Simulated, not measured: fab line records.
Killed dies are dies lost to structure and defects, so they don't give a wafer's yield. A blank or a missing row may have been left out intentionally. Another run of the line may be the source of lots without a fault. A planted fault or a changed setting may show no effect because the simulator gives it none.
Which tool did it? -- flow sky130 -- 13 lots, 39 wafers sampled, at 4 steps of a route of 708

== WHAT THE GAUGES READ, wafer by wafer ==
SKY_SD_P_TW_MEAS_11. Usual: SD_P_TW typically reads 2815, with standard deviation 19.
lot,measured,on,SD_P_TW,flag
L668,day 26 19:10,film_metro-03,2792 2792 2801,
L667,day 26 19:54,film_metro-04,2810 2822 2840,
L669,day 27 07:58,film_metro-02,2829 2824 2821,
L670,day 27 10:40,film_metro-04,2806 2809 2802,
L671,day 27 18:40,film_metro-02,2809 2814 2805,
L674,day 28 21:33,film_metro-02,2830 2832 2827,
L675,day 29 01:00,film_metro-04,2842 2823 2828,
L676,day 29 04:07,film_metro-04,2834 2842 2834,
L677,day 29 13:22,film_metro-02,2832 2820 2829,
L679,day 30 18:21,film_metro-03,2798 2796 2800,
L688,day 33 10:21,film_metro-02,2829 2821 2816,
L689,day 33 13:10,film_metro-03,2781 2798 2815,
L690,day 33 18:05,film_metro-03,2784 2778 2804,

SKY_SD_N_RS_MEAS_18: measures by four-point-probe. Usual: RES_XHIGH_RS typically reads 333.2 ohm/sq, with standard deviation 1.5.
lot,measured,on,RES_XHIGH_RS (ohm/sq),flag
L668,day 29 06:35,film_metro-02,333.2 333.7 332.7,
L667,day 29 07:08,film_metro-03,334.5 334.7 335.6,
L669,day 29 18:39,film_metro-04,331.9 332.8 331.3,
L670,day 29 21:34,film_metro-02,335.0 336.2 335.0,
L671,day 30 05:14,film_metro-03,333.3 334.6 334.1,
L674,day 31 06:50,film_metro-02,334.4 334.3 335.2,
L675,day 31 10:32,film_metro-04,332.9 333.2 333.6,
L676,day 31 13:00,film_metro-04,330.9 330.7 329.6,
L677,day 31 23:19,film_metro-04,331.1 331.2 331.0,
L679,day 33 03:35,film_metro-04,333.6 333.4 332.6,
L688,day 35 17:03,film_metro-03,333.2 332.7 333.3,
L689,day 35 19:35,film_metro-04,336.1 334.7 334.7,
L690,day 36 00:50,film_metro-02,333.8 334.4 332.3,

== EACH LOT AND THE TOOL THAT RAN IT (in order: tool; ch and the chambers of the sampled wafers; start) ==
lot,SKY_LDD_LDN_EXPOSE_04,SKY_SD_N_STRIP_11
L668,"iline_stepper-01 ch 0, day 23 12:32","plasma_asher-04 ch 0, day 29 05:58"
L667,"iline_stepper-02 ch 0, day 23 12:47","plasma_asher-04 ch 0,1, day 29 06:30"
L669,"iline_stepper-02 ch 0, day 24 02:34","plasma_asher-04 ch 0,1, day 29 18:01"
L670,"iline_stepper-01 ch 0, day 24 04:17","plasma_asher-04 ch 0,1, day 29 20:56"
L671,"iline_stepper-01 ch 0, day 24 14:21","plasma_asher-02 ch 0, day 30 04:35"
L674,"iline_stepper-02 ch 0, day 25 15:20","plasma_asher-04 ch 0,1, day 31 06:13"
L675,"iline_stepper-01 ch 0, day 25 21:38","plasma_asher-02 ch 1, day 31 09:55"
L676,"iline_stepper-02 ch 0, day 26 01:17","plasma_asher-02 ch 1, day 31 12:22"
L677,"iline_stepper-01 ch 0, day 26 10:36","plasma_asher-02 ch 0,1, day 31 22:41"
L679,"iline_stepper-02 ch 0, day 27 15:51","plasma_asher-03 ch 0,1, day 33 02:57"
L688,"iline_stepper-01 ch 0, day 30 11:06","plasma_asher-03 ch 1, day 35 16:25"
L689,"iline_stepper-01 ch 0, day 30 13:36","plasma_asher-02 ch 0,1, day 35 18:56"
L690,"iline_stepper-02 ch 0, day 30 17:50","plasma_asher-02 ch 0,1, day 36 00:11"
- SKY_LDD_LDN_EXPOSE_04: exposes mask LDNTM, target cd 700 nm.
- SKY_SD_N_STRIP_11: strips in O2/N2.

== AS READ BY THE TOOLS THEMSELVES (means over the sampled wafers that have a number; for cases with no such wafer, the mark the record gives instead) ==
SKY_LDD_LDN_EXPOSE_04. Usual: stage_vel_mm_s 499.94 mm/s, standard deviation 0.25.
lot,tool,stage_vel_mm_s (mm/s),flag
L668,iline_stepper-01,500.09,
L667,iline_stepper-02,500.25,
L669,iline_stepper-02,499.92,
L670,iline_stepper-01,499.96,
L671,iline_stepper-01,499.91,
L674,iline_stepper-02,499.89,
L675,iline_stepper-01,500.21,
L676,iline_stepper-02,499.91,
L677,iline_stepper-01,499.84,
L679,iline_stepper-02,499.72,
L688,iline_stepper-01,500.20,
L689,iline_stepper-01,500.07,
L690,iline_stepper-02,500.13,

SKY_SD_N_STRIP_11. Usual: drypump_motor_current_A 5.88 A, standard deviation 0.28; oes_product_au 0.527 a.u., standard deviation 0.0051; strip_time_to_endpoint_s 22.54 s, standard deviation 0.038.
lot,tool,drypump_motor_current_A (A),oes_product_au (a.u.),strip_time_to_endpoint_s (s),flag
L668,plasma_asher-04,6.17,0.534,22.49,
L667,plasma_asher-04,6.01,0.525,22.49,
L669,plasma_asher-04,6.01,0.523,22.51,
L670,plasma_asher-04,5.85,0.528,22.49,
L671,plasma_asher-02,5.68,0.523,22.48,
L674,plasma_asher-04,6.01,0.524,22.56,
L675,plasma_asher-02,6.36,0.526,22.50,
L676,plasma_asher-02,6.34,0.525,22.51,
L677,plasma_asher-02,5.89,0.533,22.57,
L679,plasma_asher-03,5.64,0.526,22.56,
L688,plasma_asher-03,5.61,0.531,22.52,
L689,plasma_asher-02,5.88,0.526,22.53,
L690,plasma_asher-02,6.13,0.529,22.57,

== THE ANSWER, worked out from the rows above alone ==
Rule: lot off if the mean of its wafers having a number is beyond 3 standard deviations from the usual mean. Also off: a lot with no number at a reading for which 4 or more lots have one. Where the step has rows for the other lots, those lots are counted as sound. Order of review: gauges by route order, followed by the tools' own readings, for which a lot's mean as printed above is used. At the first step where some lot is off, the reading lying furthest off is the one used; lots without a number count as furthest.
No lot is off at any reading shown: from this, nothing can be told.

== WHAT HAD BEEN PUT IN BY THE SIMULATOR ==
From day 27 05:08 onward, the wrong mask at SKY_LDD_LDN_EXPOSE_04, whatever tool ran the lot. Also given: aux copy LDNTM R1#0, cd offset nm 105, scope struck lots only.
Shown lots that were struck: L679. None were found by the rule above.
